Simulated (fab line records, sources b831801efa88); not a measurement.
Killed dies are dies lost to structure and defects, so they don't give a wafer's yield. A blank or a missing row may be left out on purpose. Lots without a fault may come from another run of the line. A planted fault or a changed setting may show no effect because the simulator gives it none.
Which tool did it? | flow gf180mcu | 12 lots, 35 wafers sampled, at 5 steps of a route of 602

WHAT THE GAUGES READ, wafer by wafer
GF_HV_LDD_OVL_MEAS_32.
lot  | measured     | on         | HV_LDD_02_OVL (nm)
L470 | day 11 12:17 | overlay-02 | -0.2 -2.9 -0.6
L471 | day 11 21:17 | overlay-02 | -1.6 1.0 0.9
L472 | day 12 14:35 | overlay-01 | 0.9 2.4 1.9
L473 | day 12 23:17 | overlay-02 | -1.4 0.2 -0.6
L474 | day 12 23:35 | overlay-02 | 1.5 0.9 0.7
L475 | day 13 05:02 | overlay-01 | 1.0 2.9 1.6
L479 | day 14 18:25 | overlay-02 | 0.3 -1.6
L483 | day 15 18:44 | overlay-02 | -0.5 -1.6 -1.1
L485 | day 16 09:08 | overlay-01 | -0.5 2.0 3.7
L491 | day 18 09:59 | overlay-01 | 1.7 2.5 3.0
L492 | day 18 15:07 | overlay-01 | -0.9 -2.0 -0.8
L493 | day 19 07:47 | overlay-02 | 0.2 -0.5 0.0

GF_PSD_RS_MEAS_14: measures by four-point-probe.
lot  | measured     | on            | NSD_RS (ohm/sq)
L470 | day 14 03:46 | film_metro-02 | 46.16 46.11 46.09
L471 | day 14 13:05 | film_metro-02 | 46.08 46.13 46.21
L472 | day 15 08:06 | film_metro-04 | 46.12 46.00 46.05
L473 | day 15 17:15 | film_metro-03 | 46.18 46.14 46.15
L474 | day 15 19:06 | film_metro-03 | 46.06 46.00 46.13
L475 | day 16 00:40 | film_metro-04 | 46.23 46.18 46.32
L479 | day 17 17:33 | film_metro-03 | 46.03 43.34
L483 | day 18 20:54 | film_metro-04 | 46.23 46.16 46.25
L485 | day 19 10:51 | film_metro-04 | 46.20 46.18 46.18
L491 | day 21 14:46 | film_metro-04 | 46.04 46.21 46.19
L492 | day 21 20:33 | film_metro-04 | 46.20 46.22 46.16
L493 | day 22 12:19 | film_metro-02 | 46.07 45.99 46.08

GF_PSD_RS_MEAS_15: measures by four-point-probe.
lot  | measured     | on            | PSD_RS (ohm/sq)
L470 | day 14 03:53 | film_metro-02 | 108.55 108.63 108.30
L471 | day 14 13:13 | film_metro-02 | 108.35 108.25 108.61
L472 | day 15 08:13 | film_metro-04 | 108.38 108.37 108.64
L473 | day 15 17:22 | film_metro-03 | 108.44 108.65 108.75
L474 | day 15 19:13 | film_metro-03 | 108.62 108.54 108.63
L475 | day 16 00:47 | film_metro-04 | 108.76 108.79 108.84
L479 | day 17 17:40 | film_metro-03 | 108.49 103.23
L483 | day 18 21:01 | film_metro-04 | 108.54 108.34 108.63
L485 | day 19 10:58 | film_metro-04 | 108.48 108.78 108.32
L491 | day 21 14:53 | film_metro-04 | 108.81 108.56 108.69
L492 | day 21 20:40 | film_metro-04 | 108.99 108.89 108.94
L493 | day 22 12:26 | film_metro-02 | 108.21 108.23 108.34

WHICH TOOL RAN EACH LOT (tool, then ch and the chambers of the sampled wafers, then the start)
lot  | GF_HV_LDD_STRIP_37                   | GF_PSD_RTA_13
L470 | plasma_asher-01 ch 0,1, day 11 12:56 | rtp_anneal-02 ch 0, day 14 03:40
L471 | plasma_asher-03 ch 0,1, day 11 21:57 | rtp_anneal-02 ch 0, day 14 12:59
L472 | plasma_asher-01 ch 0,1, day 12 15:13 | rtp_anneal-01 ch 0, day 15 08:01
L473 | plasma_asher-02 ch 0,1, day 12 23:55 | rtp_anneal-01 ch 0, day 15 17:10
L474 | plasma_asher-03 ch 0,1, day 13 00:13 | rtp_anneal-02 ch 0, day 15 19:01
L475 | plasma_asher-03 ch 0,1, day 13 05:40 | rtp_anneal-02 ch 0, day 16 00:35
L479 | plasma_asher-02 ch 0,1, day 14 19:04 | rtp_anneal-02 ch 0, day 17 17:28
L483 | plasma_asher-02 ch 0,1, day 15 19:23 | rtp_anneal-01 ch 0, day 18 20:48
L485 | plasma_asher-02 ch 0,1, day 16 09:46 | rtp_anneal-01 ch 0, day 19 10:46
L491 | plasma_asher-01 ch 0,1, day 18 10:37 | rtp_anneal-02 ch 0, day 21 14:41
L492 | plasma_asher-03 ch 0,1, day 18 15:46 | rtp_anneal-01 ch 0, day 21 20:28
L493 | plasma_asher-03 ch 0,1, day 19 08:25 | rtp_anneal-02 ch 0, day 22 12:14
- GF_HV_LDD_STRIP_37: strips in O2/N2.
- GF_PSD_RTA_13: time 20 s.

WHAT THE TOOLS THEMSELVES READ (means of the sampled wafers that have a number; where no wafer has one, the mark that the record gives instead)
GF_HV_LDD_STRIP_37.
lot  | tool            | drypump_motor_current_A (A) | heater_power_w (W) | oes_product_au (a.u.) | strip_time_to_endpoint_s (s)
L470 | plasma_asher-01 | 6.2                         | 315                | 0.717                 | 12.58
L471 | plasma_asher-03 | 5.5                         | 308                | 0.722                 | 12.59
L472 | plasma_asher-01 | 6.2                         | 314                | 0.713                 | 12.61
L473 | plasma_asher-02 | 6.1                         | 395                | 0.717                 | 12.62
L474 | plasma_asher-03 | 5.5                         | 322                | 0.716                 | 12.63
L475 | plasma_asher-03 | 5.5                         | 313                | 0.713                 | 12.60
L479 | plasma_asher-02 | 5.9                         | 394                | 0.712                 | 12.61
L483 | plasma_asher-02 | 5.7                         | 378                | 0.716                 | 12.62
L485 | plasma_asher-02 | 6.1                         | 403                | 0.716                 | 12.68
L491 | plasma_asher-01 | 6.3                         | 318                | 0.717                 | 12.63
L492 | plasma_asher-03 | 5.7                         | 336                | 0.715                 | 12.65
L493 | plasma_asher-03 | 5.7                         | 330                | 0.720                 | 12.60

GF_PSD_RTA_13.
lot  | tool          | anneal_temp_c_max | lamp_power_pct (%) | run_length_s (s) | wafer_temp_C_max
L470 | rtp_anneal-02 | 1029.5            | 36.7               | 48.5             | 1027.4
L471 | rtp_anneal-02 | 1029.4            | 36.6               | 48.8             | 1028.3
L472 | rtp_anneal-01 | 1030.2            | 35.2               | 48.6             | 1030.6
L473 | rtp_anneal-01 | 1029.5            | 35.2               | 48.6             | 1031.4
L474 | rtp_anneal-02 | 1030.1            | 36.6               | 48.5             | 1028.9
L475 | rtp_anneal-02 | 1029.6            | 36.6               | 48.8             | 1027.7
L479 | rtp_anneal-02 | 1029.4            | 36.7               | 55.2             | 1028.0
L483 | rtp_anneal-01 | 1029.3            | 35.2               | 48.8             | 1031.4
L485 | rtp_anneal-01 | 1029.1            | 35.2               | 48.9             | 1030.7
L491 | rtp_anneal-02 | 1029.1            | 36.7               | 48.4             | 1028.3
L492 | rtp_anneal-01 | 1030.1            | 35.2               | 48.7             | 1030.0
L493 | rtp_anneal-02 | 1029.1            | 36.6               | 48.5             | 1027.8

THE ANSWER, worked out from the rows above alone
Rule: what is usual is taken from the lots themselves. Put in order of their means at a reading, lots are off if they are a third of the lots or fewer, leave a main group of 4 or more, and stand apart from it by a gap of 3 or more times the standard deviation of the main group's means; of several such gaps the widest counts. A main group whose means are all the same, to the digits that the tables above print for the reading, isn't used. A lot without any number at a reading at which 4 lots or more have one is off too. The other lots that the step has rows for count as sound. The gauges are gone through in route order, then the tools' own readings, and for those a lot's mean is taken as printed above. The first step at which some lot is off is used, and at that step the reading that is off furthest; a lot without a number counts as furthest.
Off: L479, at GF_PSD_RS_MEAS_14 (NSD_RS). The main group: mean 46.14 ohm/sq, standard deviation 0.063.
A tool fits if, at a process step before that reading, it ran every lot that is off, and no sound lot after the first of them. The gauges at GF_PSD_RS_MEAS_14 aren't tried: what is off there is off at GF_HV_LDD_STRIP_37 too, on other tools, and a gauge's error can't cause that. None of those tried fits.

WHAT THE SIMULATOR HAD PUT IN
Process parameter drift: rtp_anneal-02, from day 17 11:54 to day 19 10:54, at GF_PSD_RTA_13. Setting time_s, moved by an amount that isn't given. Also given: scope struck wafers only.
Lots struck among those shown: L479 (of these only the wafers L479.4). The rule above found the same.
